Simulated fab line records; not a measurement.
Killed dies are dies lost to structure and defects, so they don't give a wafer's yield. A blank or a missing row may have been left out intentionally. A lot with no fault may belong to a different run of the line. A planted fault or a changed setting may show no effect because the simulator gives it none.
Which of the tools did it? ; flow sky130 ; route of 708 steps, sampled at 1 step: 11 lots, 33 wafers

## WHAT THE GAUGES READ, wafer by wafer
SKY_LI_CONTACT_RS_MEAS_22: measurement is done with a four-point probe.
lot;measured;on;LI_CONTACT_W_RS (ohm/sq)
L610;day 29 03:44;film metro-04;0.289 0.289 0.277
L611;day 29 22:04;film metro-04;0.289 0.279 0.287
L613;day 30 07:23;film metro-02;0.273 0.288 0.271
L622;day 33 13:33;film metro-01;0.290 0.275 0.292
L623;day 33 21:19;film metro-01;0.289 0.270 0.294
L624;day 34 04:35;film metro-01;0.292 0.274 0.292
L625;day 34 15:04;film metro-04;0.276 0.294 0.276
L628;day 35 05:08;film metro-02;0.281 0.279 0.284
L630;day 35 21:37;film metro-02;0.277 0.279 0.291
L631;day 36 01:31;film metro-02;0.287 0.278 0.276
L632;day 36 07:55;film metro-01;0.271 0.274 0.272

## WHAT TOOL EACH LOT RAN ON (gives the tool, then ch and the chambers of the sampled wafers, and finally the start)
No process step before these readings appears in the record.

## THE ANSWER, worked out from the rows above alone
Rule: the usual values come from the lots themselves. The widest of any qualifying gaps counts: lots, ordered by their means at a reading, are off when they make up no more than a third of the lots, leave a main group of 4 or more, and stand apart from it by 3 or more times the standard deviation of that group's means. If all means in a main group match to the digits the tables above print for the reading, that group is not used. Also off: a lot with no number at a reading for which 4 or more lots have one. The other lots that the step has rows for count as sound.
Nothing can be told from this: no lot is off at any reading shown.

## WHAT THE SIMULATOR HAD PUT IN
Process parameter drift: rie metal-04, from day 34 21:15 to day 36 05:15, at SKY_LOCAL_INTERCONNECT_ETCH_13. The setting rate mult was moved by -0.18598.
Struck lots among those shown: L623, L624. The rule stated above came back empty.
